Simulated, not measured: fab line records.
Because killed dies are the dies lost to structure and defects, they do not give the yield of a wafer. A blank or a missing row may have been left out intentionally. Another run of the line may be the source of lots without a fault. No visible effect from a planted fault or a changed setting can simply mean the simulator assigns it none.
fab line records | flow sky130
record: lots: 13 wafers: 39 last_day: 49
route steps=708 shown FIELD_ISO@26 VT_ADJUST_NCORE@130 SONOS_ONO@168 LDD_N@254
lots with no fault: from the same line, run without faults
start_h: hours from the record's opening day to when the first of the lot's shown wafers began | wait_h: hours from the lot's prior step to this one | " identical to the entry in the row above | L1.1+2: one row covering several wafers at once | - value missing, or start not given | * or withheld: withheld | < > ~ a bound
route shown NAME@n: names a module that has steps shown in the file, with the first one's number in the route | usual: mean/standard deviation of fault-free wafers | same: alike in all rows | chamber/n: place in a boat | sites: each site's reading | _std_site: their standard deviation | _edge_site: the outer-site mean with the inner-site mean subtracted | radius_mm: how far each site lies from the wafer's centre | mask NAME#n: copy n | behind: the tool/chamber that last shaped the wafer | hold: cause of the lot's hold/its duration in hours/its outcome | device: which transistor (n, p or np) failed to switch | end of line: the route-end tests of the same wafers | a step given without rows: its recipe and nothing more | killed: dies lost to structure and defects at the first sort, not the wafer's yield | map: dies across one wafer; x = killed, . = not, _ = none there
set.NAME: the setting the step ran with; set.NAME@STEP: the setting that earlier step ran with | model.NAME: the simulator's own value behind a step, which no gauge read
a sample of lots followed through the steps of the route, with each step as a table and each wafer as a row
services: when a tool's chamber went out of use (start_h, in hours from the record's first day, below 0 if earlier), for how many hours, and the reason
== steps ==
step: SKY_FIELD_ISO_THK_MEAS_25
recipe: reads: SiO2_of_FIELD_ISO_CVD_24
usual: FIELD_ISO_CVD_24_THK: 591/7.6
columns lot.wafer tool chamber start_h wait_h FIELD_ISO_CVD_24_THK[nm]
L369.1 film_metro-03 - 32.06 0.0 601
L369.2 " - " " 596
L369.3 " - " " 597
L370.1 film_metro-01 - 34.58 0.0 596
L370.4 " - " " 599
L370.5 " - " " 596
L371.4 film_metro-03 - 40.58 0.0 580
L371.5 " - " " 580
L371.6 " - " " 592
L374.1 film_metro-03 - 59.75 0.0 596
L374.3 " - " " 603
L374.4 " - " " 595
L375.1 film_metro-01 - 62.62 0.0 587
L375.2 " - " " 591
L375.4 " - " " 589
L376.3 film_metro-02 - 70.49 0.1 589
L376.5 " - " " 580
L376.6 " - " " 582
L377.1 film_metro-02 - 71.02 0.0 576
L377.3 " - " " 586
L377.5 " - " " 585
L378.1 film_metro-02 - 77.51 0.0 596
L378.2 " - " " 580
L378.4 " - " " 583
L383.2 film_metro-01 - 104.05 0.0 593
L383.4 " - " " 599
L383.6 " - " " 595
L384.4 film_metro-03 - 107.97 0.0 590
L384.5 " - " " 577
L384.6 " - " " 585
L386.1 film_metro-03 - 118.36 0.0 603
L386.3 " - " " 600
L386.4 " - " " 596
L387.1 film_metro-03 - 125.35 0.0 597
L387.2 " - " " 584
L387.6 " - " " 591
L388.3 film_metro-03 - 130.29 0.1 583
L388.4 " - " " 586
L388.5 " - " " 581
step: SKY_VT_ADJUST_NCORE_TW_MEAS_11
usual: VT_ADJUST_NCORE_TW: 217.1/2.5
columns lot.wafer tool chamber start_h wait_h VT_ADJUST_NCORE_TW
L369.1 film_metro-03 - 189.08 0.1 219.5
L369.2 " - " " 219.0
L369.3 " - " " 219.2
L370.1 film_metro-01 - 192.53 0.1 219.2
L370.4 " - " " 218.7
L370.5 " - " " 218.9
L371.4 film_metro-02 - 197.78 0.1 215.9
L371.5 " - " " 215.9
L371.6 " - " " 215.8
L374.1 film_metro-02 - 220.65 0.1 214.1
L374.3 " - " " 214.8
L374.4 " - " " 213.9
L375.1 film_metro-02 - 228.68 0.1 214.5
L375.2 " - " " 214.6
L375.4 " - " " 215.1
L376.3 film_metro-02 - 238.12 0.1 214.6
L376.5 " - " " 214.6
L376.6 " - " " 213.4
L377.1 film_metro-03 - 239.20 0.1 220.0
L377.3 " - " " 219.6
L377.5 " - " " 221.7
L378.1 film_metro-03 - 245.53 0.1 218.1
L378.2 " - " " 220.3
L378.4 " - " " 219.5
L383.2 film_metro-03 - 284.31 0.1 219.9
L383.4 " - " " 220.9
L383.6 " - " " 218.8
L384.4 film_metro-03 - 288.24 0.1 219.7
L384.5 " - " " 219.5
L384.6 " - " " 220.1
L386.1 film_metro-03 - 303.36 0.1 221.4
L386.3 " - " " 222.0
L386.4 " - " " 219.3
L387.1 film_metro-01 - 312.71 0.1 219.3
L387.2 " - " " 218.7
L387.6 " - " " 218.9
L388.3 film_metro-03 - 319.10 0.1 218.5
L388.4 " - " " 219.6
L388.5 " - " " 217.9
step: SKY_SONOS_ONO_OXIDATION_00
recipe: temp_c: 800 ambient: O2 idle_temp_c: 700 ramp_up_c_per_min: 10 ramp_down_c_per_min: 3 stabilise_s: 600 purge_s: 300 target_thk_a: 26 ox_time_s: 1249
usual: ramp_down_c_per_min: 2.9999/0.00051 spike_tc_top_C: 813.1/1.4 tube_center_temp_C: 800/0.064 zone_power_bottom_pct: 23.17/0.27 zone_power_centre_pct: 14.8/1.4
columns lot.wafer tool chamber start_h wait_h ramp_down_c_per_min spike_tc_top_C tube_center_temp_C zone_power_bottom_pct zone_power_centre_pct
L369.1 furnace-02 0 259.03 0.9 2.9992 813.1 799.95 22.87 15.8
L369.2 " 0 " " 2.9995 814.1 800.03 23.54 15.5
L369.3 " 0 " " 3.0002 811.8 799.94 23.52 15.6
L370.1 furnace-01 0 262.34 0.9 2.9995 811.7 799.98 22.76 12.9
L370.4 " 0 " " 3.0012 810.6 799.99 23.36 13.2
L370.5 " 0 " " 3.0005 813.9 800.04 22.77 13.1
L371.4 furnace-01 0 265.89 0.0 3.0004 811.6 800.11 23.24 13.0
L371.5 " 0 " " 2.9993 811.4 800 23.57 13.1
L371.6 " 0 " " 3.0002 811.8 800.08 23.16 12.9
L374.1 furnace-02 0 294.30 0.3 2.9996 814.7 800.04 23.21 16.2
L374.3 " 0 " " 2.9993 815.3 800.06 22.95 15.9
L374.4 " 0 " " 3.0004 814.2 800.16 23.69 15.8
L375.1 furnace-02 0 303.01 0.1 3.0003 814.3 799.96 23.61 15.8
L375.2 " 0 " " 2.9991 812.2 799.97 23.51 15.8
L375.4 " 0 " " 3.0006 812.0 800.08 23.39 15.7
L376.3 furnace-01 0 313.26 0.0 3.0000 812.7 799.97 22.68 12.9
L376.5 " 0 " " 3.0005 812.5 800.01 22.84 12.8
L376.6 " 0 " " 3.0001 811.2 800.02 23.15 13.2
L377.1 furnace-01 0 314.61 0.6 3.0001 811.7 799.93 23.04 12.8
L377.3 " 0 " " 3.0001 810.1 799.93 22.97 13.2
L377.5 " 0 " " 2.9995 810.1 800.01 22.82 12.9
L378.1 furnace-02 0 322.32 0.5 2.9990 815.3 799.94 23.07 15.9
L378.2 " 0 " " 2.9999 812.5 800.03 23.67 16.1
L378.4 " 0 " " 2.9998 815.2 799.97 22.86 15.8
L383.2 furnace-02 0 364.14 0.0 3.0003 811.9 799.97 23.62 15.8
L383.4 " 0 " " 3.0002 814.4 800.04 23.36 15.8
L383.6 " 0 " " 2.9989 813.6 799.97 23.08 15.8
L384.4 furnace-02 0 368.27 1.2 2.9988 814.3 800 23.30 15.7
L384.5 " 0 " " 3.0006 814.4 800.05 23.31 15.8
L384.6 " 0 " " 2.9995 813.7 800 22.94 15.8
L386.1 furnace-02 0 387.30 1.7 2.9999 814.7 799.95 23.40 15.9
L386.3 " 0 " " 3.0004 813.7 799.98 22.92 15.8
L386.4 " 0 " " 3.0002 813.4 800.07 23.70 15.8
L387.1 furnace-01 0 397.24 2.0 3.0001 811.2 799.95 23.25 12.8
L387.2 " 0 " " 3.0001 812.1 800.12 22.64 13.0
L387.6 " 0 " " 2.9998 811.2 799.96 23.08 13.1
L388.3 furnace-01 0 405.58 2.8 2.9997 811.1 799.89 22.79 12.9
L388.4 " 0 " " 2.9997 811.0 799.95 22.84 13.3
L388.5 " 0 " " 3.0004 811.9 799.86 22.70 13.0
step: SKY_SONOS_ONO_THK_MEAS_01
recipe: reads: SiO2_of_SONOS_ONO_OXIDATION_00
usual: SONOS_ONO_OXIDATION_THK: 2.61/0.059
columns lot.wafer tool chamber start_h wait_h SONOS_ONO_OXIDATION_THK[nm]
L369.1 film_metro-01 - 260.38 0.0 2.57
L369.2 " - " " 2.61
L369.3 " - " " 2.63
L370.1 film_metro-01 - 263.68 0.0 2.67
L370.4 " - " " 2.60
L370.5 " - " " 2.60
L371.4 film_metro-03 - 267.27 0.0 2.55
L371.5 " - " " 2.60
L371.6 " - " " 2.58
L374.1 film_metro-01 - 295.65 0.0 2.66
L374.3 " - " " 2.63
L374.4 " - " " 2.65
L375.1 film_metro-03 - 304.36 0.0 2.50
L375.2 " - " " 2.56
L375.4 " - " " 2.56
L376.3 film_metro-02 - 314.63 0.0 2.55
L376.5 " - " " 2.60
L376.6 " - " " 2.61
L377.1 film_metro-01 - 315.96 0.0 2.65
L377.3 " - " " 2.66
L377.5 " - " " 2.76
L378.1 film_metro-03 - 323.67 0.0 2.55
L378.2 " - " " 2.57
L378.4 " - " " 2.60
L383.2 film_metro-03 - 365.50 0.0 3.38
L383.4 " - " " 3.45
L383.6 " - " " 3.39
L384.4 film_metro-02 - 369.65 0.0 3.39
L384.5 " - " " 3.33
L384.6 " - " " 3.37
L386.1 film_metro-03 - 388.64 0.0 3.43
L386.3 " - " " 3.51
L386.4 " - " " 3.50
L387.1 film_metro-02 - 398.59 0.0 2.67
L387.2 " - " " 2.66
L387.6 " - " " 2.68
L388.3 film_metro-02 - 406.95 0.0 2.54
L388.4 " - " " 2.61
L388.5 " - " " 2.63
step: SKY_LDD_N_TW_MEAS_17
usual: LDD_N_TW: 2574/25
columns lot.wafer tool chamber start_h wait_h LDD_N_TW
L369.1 film_metro-03 - 414.78 0.1 2596
L369.2 " - " " 2597
L369.3 " - " " 2596
L370.1 film_metro-03 - 414.91 0.1 2606
L370.4 " - " " 2594
L370.5 " - " " 2601
L371.4 film_metro-02 - 421.09 0.1 2548
L371.5 " - " " 2544
L371.6 " - " " 2542
L374.1 film_metro-01 - 455.43 0.1 2582
L374.3 " - " " 2577
L374.4 " - " " 2580
L375.1 film_metro-03 - 466.86 0.1 2587
L375.2 " - " " 2579
L375.4 " - " " 2598
L376.3 film_metro-03 - 475.45 0.1 2589
L376.5 " - " " 2570
L376.6 " - " " 2585
L377.1 film_metro-02 - 477.83 0.1 2549
L377.3 " - " " 2551
L377.5 " - " " 2531
L378.1 film_metro-01 - 484.73 0.1 2603
L378.2 " - " " 2582
L378.4 " - " " 2588
L383.2 film_metro-01 - 531.12 0.1 2579
L383.4 " - " " 2588
L383.6 " - " " 2587
L384.4 film_metro-01 - 539.64 0.1 2592
L384.5 " - " " 2593
L384.6 " - " " 2586
L386.1 film_metro-03 - 555.71 0.1 2593
L386.3 " - " " 2585
L386.4 " - " " 2584
L387.1 film_metro-03 - 569.26 0.1 2589
L387.2 " - " " 2576
L387.6 " - " " 2587
L388.3 film_metro-01 - 574.43 0.1 2564
L388.4 " - " " 2594
L388.5 " - " " 2572
== services ==
columns tool chamber start_h hours kind
furnace-01 - 236.03 2.1 pm
furnace-02 - 245.03 3.3 pm
furnace-01 - 329.06 11.4 pm
furnace-02 - 400.63 3.4 pm
== key ==
first_sign: step: SKY_SONOS_ONO_THK_MEAS_01 reading: SONOS_ONO_OXIDATION_THK direction: up sigmas: 14 usual: 2.61 struck: 3.42
effect none on later readings
met_at SKY_SONOS_ONO_OXIDATION_00
struck_lots L383,L384,L386
tester_left_out L383,L384,L386
not_acting_at SKY_FIELD_ISO_THK_MEAS_25,SKY_VT_ADJUST_NCORE_TW_MEAS_11,SKY_LDD_N_TW_MEAS_17
onset_between 322.32 364.14
fault: kind: process_parameter_drift tool: furnace-02 chamber: - onset_h: 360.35 steps: SKY_SONOS_ONO_OXIDATION_00 channel: ox_time_s offset: * shape: step end_h: 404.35 acts_in: * stated: *
tester_left_out: of these lots the tester's yield and bins aren't shown, on N5 and GAA mostly nor the transistor test; their killed dies are dies lost to structure and defects alone, not to doping, threshold or leakage, so they don't give the yield
